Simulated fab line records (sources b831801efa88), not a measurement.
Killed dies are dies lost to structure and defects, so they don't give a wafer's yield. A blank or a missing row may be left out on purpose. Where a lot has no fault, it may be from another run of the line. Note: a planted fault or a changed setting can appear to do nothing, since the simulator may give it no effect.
Which tool was responsible? + flow sky130 + Sampling: 7 lots, 21 wafers, 2 of 708 route steps

== WHAT EACH GAUGE READ, for each wafer ==
SKY_SD_N_RS_MEAS_16: measurement is done with a four-point probe.
| lot  | measured     | on           | SD_N_RS (ohm/sq)  |
|------|--------------|--------------|-------------------|
| L288 | day 28 06:49 | filmMetro-03 | 68.66 68.65 68.47 |
| L290 | day 28 20:22 | filmMetro-03 | 68.67 68.55 68.62 |
| L292 | day 29 07:44 | filmMetro-04 | 68.48 68.61 68.61 |
| L294 | day 30 10:45 | filmMetro-01 | 68.54 68.60 68.46 |
| L298 | day 31 23:07 | filmMetro-03 | 68.71 68.54 68.68 |
| L302 | day 33 05:38 | filmMetro-01 | 68.49 68.60 68.57 |
| L305 | day 33 22:19 | filmMetro-01 | 68.61 68.52 68.65 |

== EACH LOT AND THE TOOL THAT RAN IT (in order: tool; ch and the chambers of the sampled wafers; start) ==
| lot  | SKY_RES_PROTECT_PEB_05           |
|------|----------------------------------|
| L288 | lithoTrack-01 ch 0, day 15 10:13 |
| L290 | lithoTrack-01 ch 0, day 15 23:13 |
| L292 | lithoTrack-04 ch 0, day 16 14:50 |
| L294 | lithoTrack-01 ch 0, day 17 18:48 |
| L298 | lithoTrack-04 ch 0, day 19 09:53 |
| L302 | lithoTrack-01, day 20 21:28      |
| L305 | lithoTrack-01 ch 0, day 21 17:22 |
- SKY_RES_PROTECT_PEB_05

== THE ANSWER, worked out from the rows above alone ==
Rule: usual is defined by the lots themselves. The widest of any qualifying gaps counts: lots, ordered by their means at a reading, are off when they make up no more than a third of the lots, leave a main group of 4 or more, and stand apart from it by 3 or more times the standard deviation of that group's means. If all means in a main group match to the digits the tables above print for the reading, that group is not used. Also off: a lot with no number at a reading for which 4 or more lots have one. The other lots that the step has rows for count as sound.
Nothing can be told from this: no lot is off at any reading shown.

== WHAT THE SIMULATOR HAD PUT IN ==
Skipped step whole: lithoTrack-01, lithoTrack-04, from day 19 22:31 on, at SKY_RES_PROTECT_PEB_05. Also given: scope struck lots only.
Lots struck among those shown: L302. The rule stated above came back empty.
